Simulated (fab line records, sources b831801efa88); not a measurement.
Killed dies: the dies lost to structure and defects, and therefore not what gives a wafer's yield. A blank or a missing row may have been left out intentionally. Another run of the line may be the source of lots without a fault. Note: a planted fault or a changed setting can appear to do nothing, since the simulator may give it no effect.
fab line records | flow sky130
record: lots: 6 | wafers: 18 | lastDay: 50
route steps=708 shown CAP2M@610 METAL4@621 PAD_OPEN@708
lots that met no fault: taken from a fault-free run of the same line
startH: start of the lot's first displayed wafer, in hours after the record's first day | waitH: hours since the lot's step before | " same as the row above | L1.1+2: several wafers, shown together as one row | - value missing, or start not given | * or withheld: withheld | < > ~ a bound
route shown NAME@n: NAME is a module with steps in the file, n the number in the route of the first one | usual: average and standard deviation across the fault-free wafers | same: alike in all rows | chamber/n: place in a boat | sites: per-site readings | _std_site: standard deviation across them | _edge_site: the outer-site mean with the inner-site mean subtracted | radiusMm: for every site, how far away it sits from the centre of the wafer | mask NAME#n: copy n | behind: the most recent tool/chamber to have shaped the wafer | hold: cause of the lot's hold/its duration in hours/its outcome | device: whichever transistor did not switch (one of n, p or np) | end of line: at the end of the route, the tests of the same wafers | where a step has no rows: the recipe by itself | killed: dies that structure and defects cost at the first sort, which is not the same as the wafer's yield | map: a wafer's dies, marking killed ones x, the rest . and places with no die _
set.NAME: the setting the step ran with; set.NAME@STEP: the setting that earlier step ran with | model.NAME: the simulator's own value behind a step, which no gauge read
lots at selected steps of the route; one table per step, one row per wafer
services: from which hour (startH, from the record's first day; less than 0 if before it) a tool's chamber was out of use, for how many hours, and why
== steps ==
step: SKY_CAP2M_COAT_07
recipe: resist: NOVOLAK | spinRpm: 3000 | resistThkNm: 1140
step: SKY_CAP2M_SOFTBAKE_08
recipe: tempC: 90 | timeS: 60 | resist: NOVOLAK
step: SKY_CAP2M_EXPOSE_09
recipe: maskId: CAP2M | na: 0.6 | sourceShape: conventional | sigmaOuter: 0.6 | polarization: unpolarized | targetCdNm: 1000 | doseMj: 159
step: SKY_CAP2M_PEB_10
recipe: tempC: withheld | timeS: * | resist: NOVOLAK
step: SKY_CAP2M_DEVELOP_11
recipe: resist: NOVOLAK | developer: TMAH | developTimeS: 60 | devTempC: 23
step: SKY_CAP2M_OVL_MEAS_12
usual: CAP2M_OVL: -0.4/1.4
lot.wafer | tool       | chamber | startH  | waitH | CAP2M_OVL[nm]
L401.3    | overlay-02 | -       | 941.90  | 0.1   | 1.4
L401.4    | "          | -       | "       | "     | 0.7
L401.6    | "          | -       | "       | "     | 1.0
L409.3    | overlay-01 | -       | 1003.39 | 0.1   | -1.7
L409.4    | "          | -       | "       | "     | -1.2
L409.6    | "          | -       | "       | "     | -1.2
L411.2    | overlay-01 | -       | 1022.19 | 0.1   | 1.5
L411.4    | "          | -       | "       | "     | 2.5
L411.6    | "          | -       | "       | "     | 0.2
L413.1    | overlay-02 | -       | 1033.38 | 0.1   | -1.1
L413.3    | "          | -       | "       | "     | -0.2
L413.4    | "          | -       | "       | "     | -2.6
L414.1    | overlay-01 | -       | 1035.38 | 0.1   | -2.0
L414.2    | "          | -       | "       | "     | -2.0
L414.4    | "          | -       | "       | "     | -0.5
L422.3    | overlay-02 | -       | 1095.74 | 0.1   | -1.2
L422.5    | "          | -       | "       | "     | -2.5
L422.6    | "          | -       | "       | "     | -1.1
step: SKY_CAP2M_METAL_ETCH_13
recipe: targetDepthNm: 220 | stopOn: SiO2 | chemistry: Cl2/BCl3 | target: TiN | pressureMtorr: 10 | icpW: 900 | biasW: 48.5 | Cl2_flow_sccm: 60 | bcl3FlowSccm: 30 | timeS: 62.9
usual: drypumpMotorCurrentA: 5.5/0.64 | oesProductAu: 0.943/0.0075 | throttleValvePct: 21.901/0.0096
lot.wafer | tool        | chamber | startH  | waitH | drypumpMotorCurrentA | oesProductAu | rfHoursCounterH | throttleValvePct
L401.3    | rieMetal-02 | 1       | 941.95  | 0.0   | 4.8                  | 0.939        | -               | 21.898
L401.4    | "           | 0       | "       | "     | 5.2                  | 0.941        | -               | 21.885
L401.6    | "           | 1       | "       | "     | 4.8                  | 0.940        | -               | 21.908
L409.3    | rieMetal-02 | 1       | 1003.44 | 0.0   | 4.8                  | 0.942        | -               | 21.902
L409.4    | "           | 0       | "       | "     | 5.2                  | 0.922        | -               | 21.914
L409.6    | "           | 0       | "       | "     | 5.2                  | 0.937        | -               | 21.911
L411.2    | rieMetal-03 | 1       | 1022.22 | 0.0   | 6.7                  | 0.927        | 14              | 21.911
L411.4    | "           | 0       | "       | "     | 5.4                  | 0.945        | -               | 21.909
L411.6    | "           | 1       | "       | "     | 6.7                  | 0.957        | -               | 21.903
L413.1    | rieMetal-03 | 1       | 1033.42 | 0.0   | 6.6                  | 0.938        | 14              | 21.888
L413.3    | "           | 1       | "       | "     | 6.7                  | 0.942        | -               | 21.896
L413.4    | "           | 0       | "       | "     | 5.4                  | 0.947        | -               | 21.901
L414.1    | rieMetal-04 | 0       | 1035.42 | 0.0   | 5.4                  | 0.938        | 15              | 21.870
L414.2    | "           | 1       | "       | "     | 6.0                  | 0.941        | 17              | 21.902
L414.4    | "           | 0       | "       | "     | 5.4                  | 0.941        | -               | 21.907
L422.3    | rieMetal-03 | 0       | 1095.79 | 0.0   | 5.4                  | 0.947        | -               | 21.898
L422.5    | "           | 0       | "       | "     | 5.4                  | 0.945        | -               | 21.894
L422.6    | "           | 1       | "       | "     | 6.7                  | 0.947        | -               | 21.906
step: SKY_CAP2M_STRIP_14
recipe: chemistry: O2/N2 | powerW: 1400 | pressureMtorr: 1500 | platenTempC: withheld | o2FlowSccm: 3000 | n2FlowSccm: 300 | overashFraction: 0.5
usual: drypumpMotorCurrentA: 5.4/0.34 | oesProductAu: 0.711/0.0046 | stripTimeToEndpointS: 12.64/0.04
lot.wafer | tool           | chamber | startH  | waitH | drypumpMotorCurrentA | oesProductAu | rfHoursCounterH | stripTimeToEndpointS
L401.3    | plasmaAsher-04 | 1       | 942.03  | 0.1   | 4.9                  | 0.709        | -               | 12.62
L401.4    | "              | 0       | "       | "     | 5.4                  | 0.708        | -               | 12.63
L401.6    | "              | 1       | "       | "     | 4.9                  | 0.710        | -               | 12.63
L409.3    | plasmaAsher-02 | 0       | 1003.53 | 0.1   | 5.7                  | 0.712        | -               | 12.59
L409.4    | "              | 1       | "       | "     | 5.6                  | 0.708        | -               | 12.58
L409.6    | "              | 0       | "       | "     | 5.7                  | 0.705        | -               | 12.62
L411.2    | plasmaAsher-04 | 0       | 1022.30 | 0.1   | 5.4                  | 0.702        | 122             | 12.63
L411.4    | "              | 1       | "       | "     | 4.9                  | 0.714        | -               | 12.67
L411.6    | "              | 1       | "       | "     | 4.9                  | 0.712        | -               | 12.69
L413.1    | plasmaAsher-04 | 1       | 1033.49 | 0.1   | 4.9                  | 0.720        | 124             | 12.68
L413.3    | "              | 0       | "       | "     | 5.4                  | 0.710        | -               | 12.67
L413.4    | "              | 1       | "       | "     | 4.9                  | 0.716        | -               | 12.66
L414.1    | plasmaAsher-04 | 0       | 1035.49 | 0.1   | 5.4                  | 0.709        | 124             | 12.61
L414.2    | "              | 1       | "       | "     | 4.9                  | 0.713        | 124             | 12.59
L414.4    | "              | 1       | "       | "     | 4.9                  | 0.718        | -               | 12.59
L422.3    | plasmaAsher-04 | 0       | 1095.88 | 0.1   | 5.4                  | 0.709        | -               | 12.67
L422.5    | "              | 0       | "       | "     | 5.4                  | 0.710        | -               | 12.64
L422.6    | "              | 1       | "       | "     | 4.9                  | 0.714        | -               | 12.61
step: SKY_CAP2M_STRIP_15
recipe: chemistry: postEtchResidueRemover | timeS: 1200 | tempC: 72.5
step: SKY_CAP2M_CLEAN_16
recipe: chemistry: IPA | timeS: 180 | tempC: 25
step: SKY_CAP2M_CLEAN_17
recipe: chemistry: O3/DIW | dry: n2Spin
step: SKY_METAL4_DEHYDRATE_05
recipe: tempC: 200 | timeS: 60
step: SKY_METAL4_HMDS_06
recipe: primeTimeS: 60 | primeTempC: 120
usual: primeTempC: 119.98/0.14
lot.wafer | tool          | chamber | startH  | waitH | primeTempC
L401.3    | lithoTrack-04 | 0       | 954.92  | 0.1   | 119.95
L401.4    | "             | 0       | "       | "     | 119.94
L401.6    | "             | 0       | "       | "     | 119.97
L409.3    | lithoTrack-03 | 0       | 1014.93 | 0.1   | 119.96
L409.4    | "             | 0       | "       | "     | 120.14
L409.6    | "             | 0       | "       | "     | 120.06
L411.2    | lithoTrack-04 | 0       | 1034.09 | 0.1   | 118.85
L411.4    | "             | 0       | "       | "     | 119.04
L411.6    | "             | 0       | "       | "     | 118.84
L413.1    | lithoTrack-01 | 0       | 1044.53 | 0.1   | 119.81
L413.3    | "             | 0       | "       | "     | 119.76
L413.4    | "             | 0       | "       | "     | 119.88
L414.1    | lithoTrack-04 | 0       | 1046.97 | 0.1   | 118.75
L414.2    | "             | 0       | "       | "     | 119.06
L414.4    | "             | 0       | "       | "     | 118.93
L422.3    | lithoTrack-03 | 0       | 1105.33 | 0.1   | 119.94
L422.5    | "             | 0       | "       | "     | 119.89
L422.6    | "             | 0       | "       | "     | 119.67
step: SKY_METAL4_COAT_07
recipe: resist: BARC | tempC: withheld | timeS: withheld | spinRpm: 3000 | resistThkNm: 60
step: SKY_PAD_OPEN_PROBE_99
usual: defectLimitedYield: 82.2/1.9 | killed_at_M0_to_M3: 44/7.2 | killed_at_M4_up: 3.0/1.9 | killedAtContacts: 25/4.8 | killedAtFrontEnd: 16/4.2 | killedAtOther: 0.2/0.44 | killedDies: 88/9.3 | killedOpen: 48/7.1 | killedShort: 40/6.5 | sort_bin_3_pad_short: 0.9/0.4 | sort_bin_5_function: 10.5/1.5 | sort_bin_6_memory: 6.5/0.98 | sortNPass: 404/9.3 | sortYieldPct: 82.2/1.9
same: grossDies: 492 | killedAtBackSide: 0 | sort_bin_4_leakage[%]: 0 | sort_bin_8_speed[%]: 0
lot.wafer | tool      | chamber | startH  | waitH | defectLimitedYield[%] | killed_at_M0_to_M3 | killed_at_M4_up | killedAtContacts | killedAtFrontEnd | killedAtOther | killedDies | killedOpen | killedShort | sort_bin_3_pad_short[%] | sort_bin_5_function[%] | sort_bin_6_memory[%] | sortNPass | sortYieldPct[%]
L401.3    | prober-02 | -       | 1064.20 | 0.2   | 84.6                  | 41                 | 0               | 21               | 14               | 0             | 76         | 46         | 30          | 1.0                     | 9.6                    | 4.9                  | 416       | 84.6
L401.4    | prober-02 | -       | 1064.25 | 0.2   | 82.9                  | 44                 | 3               | 20               | 17               | 0             | 84         | 49         | 35          | 0.8                     | 11.0                   | 5.3                  | 408       | 82.9
L401.6    | prober-02 | -       | 1064.35 | 0.2   | 82.7                  | 48                 | 1               | 18               | 17               | 1             | 85         | 41         | 44          | 0.8                     | 8.9                    | 7.5                  | 407       | 82.7
L409.3    | prober-02 | -       | 1118.81 | 0.2   | 77.4                  | 57                 | 5               | 36               | 12               | 1             | 111        | 57         | 54          | 1.4                     | 12.4                   | 8.7                  | 381       | 77.4
L409.4    | prober-02 | -       | 1118.86 | 0.2   | 86.2                  | 33                 | 1               | 20               | 14               | 0             | 68         | 40         | 28          | 0.6                     | 8.1                    | 5.1                  | 424       | 86.2
L409.6    | prober-02 | -       | 1118.96 | 0.2   | 82.7                  | 47                 | 4               | 23               | 11               | 0             | 85         | 50         | 35          | 0.6                     | 10.0                   | 6.7                  | 407       | 82.7
L411.2    | prober-02 | -       | 1133.54 | 0.1   | 83.1                  | 41                 | 3               | 27               | 12               | 0             | 83         | 49         | 34          | 0.4                     | 9.6                    | 6.9                  | 409       | 83.1
L411.4    | prober-02 | -       | 1133.64 | 0.2   | 79.5                  | 40                 | 7               | 30               | 24               | 0             | 101        | 47         | 54          | 0.4                     | 12.8                   | 7.3                  | 391       | 79.5
L411.6    | prober-02 | -       | 1133.74 | 0.2   | 82.3                  | 40                 | 2               | 27               | 18               | 0             | 87         | 48         | 39          | 0.6                     | 10.2                   | 6.9                  | 405       | 82.3
L413.1    | prober-02 | -       | 1143.40 | 0.1   | 81.3                  | 41                 | 3               | 31               | 17               | 0             | 92         | 44         | 48          | 0.8                     | 11.2                   | 6.7                  | 400       | 81.3
L413.3    | prober-02 | -       | 1143.50 | 0.2   | 80.5                  | 44                 | 4               | 27               | 21               | 0             | 96         | 54         | 42          | 0.6                     | 12.2                   | 6.7                  | 396       | 80.5
L413.4    | prober-02 | -       | 1143.55 | 0.2   | 82.3                  | 43                 | 0               | 27               | 16               | 1             | 87         | 58         | 29          | 1.0                     | 8.5                    | 8.1                  | 405       | 82.3
L414.1    | prober-01 | -       | 1143.98 | 0.1   | 82.5                  | 43                 | 1               | 30               | 12               | 0             | 86         | 51         | 35          | 0.8                     | 11.0                   | 5.7                  | 406       | 82.5
L414.2    | prober-01 | -       | 1144.03 | 0.1   | 84.1                  | 31                 | 3               | 25               | 19               | 0             | 78         | 42         | 36          | 0.6                     | 7.3                    | 7.9                  | 414       | 84.1
L414.4    | prober-01 | -       | 1144.13 | 0.2   | 77.2                  | 49                 | 2               | 30               | 30               | 1             | 112        | 62         | 50          | 0.2                     | 14.6                   | 7.9                  | 380       | 77.2
L422.3    | prober-02 | -       | 1191.85 | 0.2   | 82.1                  | 43                 | 4               | 27               | 14               | 0             | 88         | 43         | 45          | 1.0                     | 10.0                   | 6.9                  | 404       | 82.1
L422.5    | prober-02 | -       | 1191.95 | 0.2   | 85.4                  | 38                 | 1               | 22               | 11               | 0             | 72         | 42         | 30          | 0.8                     | 8.1                    | 5.7                  | 420       | 85.4
L422.6    | prober-02 | -       | 1192.00 | 0.2   | 81.9                  | 35                 | 3               | 30               | 20               | 1             | 89         | 53         | 36          | 1.2                     | 11.4                   | 5.5                  | 403       | 81.9
killed by level:class
L401.3 VIA1:geometricParticle:open=13 LI_CONTACT:geometricParticle:open=7 CONTACT:geometricParticle:open=6 METAL1:geometricParticle:short=5 VIA2:geometricParticle:open=5 VIA3:geometricParticle:open=5 POLY_GATE:geometricParticle:short=4 LI_CONTACT:geometricParticle:short=4
L401.4 VIA1:geometricParticle:open=14 CONTACT:geometricParticle:open=7 CONTACT:geometricParticle:short=6 METAL2:geometricParticle:short=6 VIA2:geometricParticle:open=6 POLY_GATE:geometricParticle:open=5 LI_CONTACT:geometricParticle:open=5 METAL1:geometricParticle:short=5
L401.6 VIA1:geometricParticle:open=11 METAL1:geometricParticle:short=9 METAL2:geometricParticle:short=8 LI_CONTACT:geometricParticle:open=6 FIELD_ISO:geometricParticle:short=5 POLY_GATE:geometricParticle:open=5 VIA3:geometricParticle:open=5 VIA3:geometricParticle:short=4
L409.3 VIA1:geometricParticle:open=15 METAL2:geometricParticle:short=11 CONTACT:geometricParticle:open=11 LI_CONTACT:geometricParticle:open=10 VIA2:geometricParticle:open=7 LOCAL_INTERCONNECT:geometricParticle:short=6 FIELD_ISO:geometricParticle:short=5 CONTACT:geometricParticle:short=5
L409.4 VIA1:geometricParticle:open=10 CONTACT:geometricParticle:open=9 FIELD_ISO:geometricParticle:open=6 VIA1:geometricParticle:short=5 VIA2:geometricParticle:open=5 LI_CONTACT:geometricParticle:short=4 METAL2:geometricParticle:short=4 LI_CONTACT:geometricParticle:open=3
L409.6 VIA1:geometricParticle:open=13 VIA3:geometricParticle:open=11 METAL1:geometricParticle:short=8 CONTACT:geometricParticle:open=7 CONTACT:geometricParticle:short=5 VIA2:geometricParticle:open=5 LI_CONTACT:geometricParticle:short=4 LI_CONTACT:geometricParticle:open=4
L411.2 CONTACT:geometricParticle:open=9 LI_CONTACT:geometricParticle:open=9 VIA1:geometricParticle:open=7 VIA3:geometricParticle:open=7 METAL1:geometricParticle:short=6 VIA2:geometricParticle:open=6 LOCAL_INTERCONNECT:geometricParticle:short=4 CONTACT:geometricParticle:short=4
L411.4 METAL2:geometricParticle:short=11 LI_CONTACT:geometricParticle:open=9 VIA3:geometricParticle:open=8 FIELD_ISO:geometricParticle:open=6 LI_CONTACT:geometricParticle:short=6 CONTACT:geometricParticle:open=6 FIELD_ISO:geometricParticle:short=5 CONTACT:geometricParticle:short=5
L411.6 CONTACT:geometricParticle:open=12 VIA1:geometricParticle:short=8 VIA3:geometricParticle:open=8 FIELD_ISO:geometricParticle:open=7 CONTACT:geometricParticle:short=7 VIA1:geometricParticle:open=7 LI_CONTACT:geometricParticle:open=6 FIELD_ISO:geometricParticle:short=4
L413.1 VIA1:geometricParticle:open=11 CONTACT:geometricParticle:open=11 CONTACT:geometricParticle:short=7 METAL1:geometricParticle:short=6 FIELD_ISO:geometricParticle:open=5 LOCAL_INTERCONNECT:geometricParticle:short=5 METAL2:geometricParticle:short=5 FIELD_ISO:geometricParticle:short=4
L413.3 CONTACT:geometricParticle:open=12 VIA3:geometricParticle:open=7 FIELD_ISO:geometricParticle:open=6 CONTACT:geometricParticle:short=6 METAL2:geometricParticle:short=6 VIA1:geometricParticle:open=6 POLY_GATE:geometricParticle:open=5 VIA1:geometricParticle:short=5
L413.4 CONTACT:geometricParticle:open=11 VIA3:geometricParticle:open=9 VIA1:geometricParticle:open=8 FIELD_ISO:geometricParticle:open=7 POLY_GATE:geometricParticle:open=5 LI_CONTACT:geometricParticle:open=5 CONTACT:geometricParticle:short=5 VIA2:geometricParticle:open=5
L414.1 CONTACT:geometricParticle:open=12 VIA1:geometricParticle:open=9 LI_CONTACT:geometricParticle:open=8 VIA2:geometricParticle:open=6 VIA2:geometricParticle:short=5 METAL2:geometricParticle:short=5 FIELD_ISO:geometricParticle:short=4 VIA1:geometricParticle:short=4
L414.2 CONTACT:geometricParticle:open=8 LI_CONTACT:geometricParticle:open=7 VIA1:geometricParticle:open=6 FIELD_ISO:geometricParticle:open=5 FIELD_ISO:geometricParticle:short=5 METAL1:geometricParticle:short=5 VIA3:geometricParticle:short=5 LOCAL_INTERCONNECT:geometricParticle:short=4
L414.4 VIA1:geometricParticle:open=12 POLY_GATE:geometricParticle:short=11 LI_CONTACT:geometricParticle:open=10 FIELD_ISO:geometricParticle:open=9 CONTACT:geometricParticle:open=9 VIA3:geometricParticle:open=7 METAL2:geometricParticle:short=6 VIA2:geometricParticle:open=6
L422.3 CONTACT:geometricParticle:open=9 METAL1:geometricParticle:short=9 CONTACT:geometricParticle:short=8 VIA1:geometricParticle:open=7 VIA2:geometricParticle:open=7 METAL2:geometricParticle:short=6 FIELD_ISO:geometricParticle:short=5 VIA1:geometricParticle:short=5
L422.5 VIA1:geometricParticle:open=9 CONTACT:geometricParticle:open=7 VIA2:geometricParticle:open=6 LI_CONTACT:geometricParticle:open=4 LI_CONTACT:geometricParticle:short=4 VIA3:geometricParticle:open=4 CONTACT:geometricParticle:short=4 METAL1:geometricParticle:short=4
L422.6 CONTACT:geometricParticle:open=11 VIA3:geometricParticle:open=9 FIELD_ISO:geometricParticle:open=6 VIA2:geometricParticle:open=6 LI_CONTACT:geometricParticle:open=6 CONTACT:geometricParticle:short=6 VIA1:geometricParticle:open=6 FIELD_ISO:geometricParticle:short=5
== services ==
tool           | chamber | startH  | hours | kind
rieMetal-02    | 0       | 927.23  | 11.1  | repair
rieMetal-02    | -       | 946.12  | 0.6   | repair
plasmaAsher-02 | -       | 956.81  | 2.3   | repair
rieMetal-03    | -       | 957.48  | 1.4   | pm
plasmaAsher-04 | -       | 974.96  | 3.3   | repair
rieMetal-02    | -       | 976.11  | 0.2   | repair
rieMetal-03    | 0       | 978.80  | 19.5  | repair
plasmaAsher-04 | -       | 997.94  | 14.6  | pm
rieMetal-04    | -       | 1003.30 | 1.2   | repair
plasmaAsher-04 | -       | 1055.25 | 9.0   | pm
plasmaAsher-04 | 0       | 1055.25 | 9.0   | ventCycle
plasmaAsher-04 | 1       | 1055.25 | 9.0   | ventCycle
plasmaAsher-04 | 0       | 1064.25 | -     | clean
plasmaAsher-04 | 1       | 1064.25 | -     | clean
rieMetal-03    | -       | 1066.10 | 0.7   | repair
plasmaAsher-04 | -       | 1073.59 | 0.8   | repair
== key ==
firstSign: step: SKY_METAL4_HMDS_06 | reading: primeTempC | direction: down | sigmas: 7.7 | usual: * | struck: *
effect none on later readings
metAt SKY_METAL4_HMDS_06
struckWafers L411.2,L411.4,L411.6,L414.1,L414.2,L414.4
onsetBetween 954.92 1034.09
fault: kind: processParameterDrift | tool: lithoTrack-04 | chamber: - | onsetH: 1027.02 | steps: SKY_METAL4_HMDS_06 | channel: primeTempC | offset: * | shape: step | endH: 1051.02 | actsIn: * | stated: *
